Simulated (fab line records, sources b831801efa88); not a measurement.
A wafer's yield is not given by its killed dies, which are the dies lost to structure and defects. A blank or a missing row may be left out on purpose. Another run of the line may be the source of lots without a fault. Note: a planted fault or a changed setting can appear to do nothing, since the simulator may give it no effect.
Split-lot experiment / flow sfqLine / route with 325 steps; 5 lots, 23 wafers read

## SPLIT DETAILS
At SFQ_TRILAYER_M2_LITHO_PEB_060 (peb time 60 s), the setting pebTempC was moved away from the recipe's 115 C on 7 of the 23 wafers read, by -1.3% to +2.3%. All remaining wafers had this setting at the recipe value.

## FROM THE SPLIT TO THE READING: what the file shows between them, 2 steps
- SFQ_TRILAYER_M2_LITHO_DEVELOP_059: time 60 s
- SFQ_TRILAYER_M2_BARC_OPEN_METAL_ETCH_077: etches BARC in O2, target depth 125 nm, time 41.7 s

## THE READING
M2.cdNm (the simulator's own value, which no gauge read), in nm, at SFQ_TRILAYER_M2_ETCH_METAL_ETCH_060 (etches Nb in Cl2/Ar, stops on SiO2, target depth 240 nm, time 120 s). The file does not state a usual value for it. Here, 16 wafers ran the recipe; their average is 499.3 nm with a standard deviation of 0.74 nm.

wafer=L074.2; tool, chamber at the split=lithoTrack-01, 0; pebTempC as run, C=113.5; against the recipe=-1.3%; M2.cdNm, nm=527; against lot-mates on the recipe=+28.0
wafer=L074.3; tool, chamber at the split=lithoTrack-01, 0; pebTempC as run, C=115; against the recipe=recipe; M2.cdNm, nm=498.3; against lot-mates on the recipe=-
wafer=L074.4; tool, chamber at the split=lithoTrack-01, 0; pebTempC as run, C=113.5; against the recipe=-1.3%; M2.cdNm, nm=527.4; against lot-mates on the recipe=+28.4
wafer=L074.5; tool, chamber at the split=lithoTrack-01, 0; pebTempC as run, C=115; against the recipe=recipe; M2.cdNm, nm=498.7; against lot-mates on the recipe=-
wafer=L074.6; tool, chamber at the split=lithoTrack-01, 0; pebTempC as run, C=115; against the recipe=recipe; M2.cdNm, nm=500; against lot-mates on the recipe=-
wafer=L079.1; tool, chamber at the split=lithoTrack-01, 0; pebTempC as run, C=115; against the recipe=recipe; M2.cdNm, nm=498.7; against lot-mates on the recipe=-
wafer=L079.3; tool, chamber at the split=lithoTrack-01, 0; pebTempC as run, C=115; against the recipe=recipe; M2.cdNm, nm=499.1; against lot-mates on the recipe=-
wafer=L079.6; tool, chamber at the split=lithoTrack-01, 0; pebTempC as run, C=115; against the recipe=recipe; M2.cdNm, nm=499.5; against lot-mates on the recipe=-
wafer=L081.1; tool, chamber at the split=lithoTrack-03, 0; pebTempC as run, C=117.6; against the recipe=+2.3%; M2.cdNm, nm=456.6; against lot-mates on the recipe=-41.9
wafer=L081.2; tool, chamber at the split=lithoTrack-03, 0; pebTempC as run, C=115; against the recipe=recipe; M2.cdNm, nm=498; against lot-mates on the recipe=-
wafer=L081.3; tool, chamber at the split=lithoTrack-03, 0; pebTempC as run, C=117.6; against the recipe=+2.3%; M2.cdNm, nm=455.4; against lot-mates on the recipe=-43.1
wafer=L081.4; tool, chamber at the split=lithoTrack-03, 0; pebTempC as run, C=117.6; against the recipe=+2.3%; M2.cdNm, nm=456.7; against lot-mates on the recipe=-41.8
wafer=L081.6; tool, chamber at the split=lithoTrack-03, 0; pebTempC as run, C=115; against the recipe=recipe; M2.cdNm, nm=499; against lot-mates on the recipe=-
wafer=L084.1; tool, chamber at the split=lithoTrack-02, 0; pebTempC as run, C=115; against the recipe=recipe; M2.cdNm, nm=499.8; against lot-mates on the recipe=-
wafer=L084.3; tool, chamber at the split=lithoTrack-02, 0; pebTempC as run, C=115; against the recipe=recipe; M2.cdNm, nm=499; against lot-mates on the recipe=-
wafer=L084.4; tool, chamber at the split=lithoTrack-02, 0; pebTempC as run, C=115; against the recipe=recipe; M2.cdNm, nm=499.7; against lot-mates on the recipe=-
wafer=L084.5; tool, chamber at the split=lithoTrack-02, 0; pebTempC as run, C=116.4; against the recipe=+1.2%; M2.cdNm, nm=476.6; against lot-mates on the recipe=-22.9
wafer=L084.6; tool, chamber at the split=lithoTrack-02, 0; pebTempC as run, C=116.4; against the recipe=+1.2%; M2.cdNm, nm=476.2; against lot-mates on the recipe=-23.3
wafer=L085.2; tool, chamber at the split=lithoTrack-03, 0; pebTempC as run, C=115; against the recipe=recipe; M2.cdNm, nm=499.5; against lot-mates on the recipe=-
wafer=L085.3; tool, chamber at the split=lithoTrack-03, 0; pebTempC as run, C=115; against the recipe=recipe; M2.cdNm, nm=501.3; against lot-mates on the recipe=-
wafer=L085.4; tool, chamber at the split=lithoTrack-03, 0; pebTempC as run, C=115; against the recipe=recipe; M2.cdNm, nm=499.7; against lot-mates on the recipe=-
wafer=L085.5; tool, chamber at the split=lithoTrack-03, 0; pebTempC as run, C=115; against the recipe=recipe; M2.cdNm, nm=499.4; against lot-mates on the recipe=-
wafer=L085.6; tool, chamber at the split=lithoTrack-03, 0; pebTempC as run, C=115; against the recipe=recipe; M2.cdNm, nm=499.4; against lot-mates on the recipe=-

FIT RESULTS
A straight line over all 23 wafers: M2.cdNm changes by -19.5 nm for each +1% of pebTempC; r = -1.00; the points scatter about the line by 1 nm.
The same after taking each lot's own level away (the mean of its wafers on the recipe; 23 wafers): -19.3 nm for each +1%; r = -1.00; scatter 1.1 nm.
That fit puts the effect of the largest move of pebTempC on the reading at 44 nm.
The lots' own levels span 498.50 to 499.86 nm, that is 1.8 times the standard deviation above.
So the lot-to-lot level changes the slope little: the two slopes agree.
Check: with one of the wafers moved furthest among these (+2.3%) left out of the fit, the line predicts -43.7 nm for it against its lot-mates. It came out at -41.9 nm against them.

## OTHER SPLITS ON THESE WAFERS
These wafers also went through other splits before the reading. Each is held against what the fit with the lots' levels taken away leaves over:
other split on the same wafers=SFQ_TRILAYER_M1_LITHO_PEB_042 pebTempC; wafers away from the commonest value=10; r with M2.cdNm (lot level and that fit taken away)=+0.12
other split on the same wafers=SFQ_TRILAYER_I1_CMP_CMP_046 leaveAboveRefNm; wafers away from the commonest value=7; r with M2.cdNm (lot level and that fit taken away)=-0.23
other split on the same wafers=SFQ_TRILAYER_I1_VIA_LITHO_COAT_054 resistThkNm; wafers away from the commonest value=12; r with M2.cdNm (lot level and that fit taken away)=+0.00
other split on the same wafers=SFQ_TRILAYER_M2_LITHO_COAT_062 resistThkNm; wafers away from the commonest value=9; r with M2.cdNm (lot level and that fit taken away)=+0.25

## THE WHOLE CHAIN: every reading that the file lists as answering this split, in the file's order
step=SFQ_TRILAYER_M2_BARC_OPEN_METAL_ETCH_077; what it does=etches BARC in O2, target depth 125 nm, time 41.7 s; reading=M2.cdNm (the simulator's own value, which no gauge read); change (the file's fit)=-19.6 nm for each +1% of the setting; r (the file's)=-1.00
step=SFQ_TRILAYER_M2_ETCH_METAL_ETCH_060; what it does=etches Nb in Cl2/Ar, stops on SiO2, target depth 240 nm, time 120 s; reading=M2.cdNm (the simulator's own value, which no gauge read); change (the file's fit)=-19.3 nm for each +1% of the setting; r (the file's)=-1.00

## THE FILE'S OWN FIT
M2.cdNm changes by -19.3 nm for each +1% of pebTempC, r = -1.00.
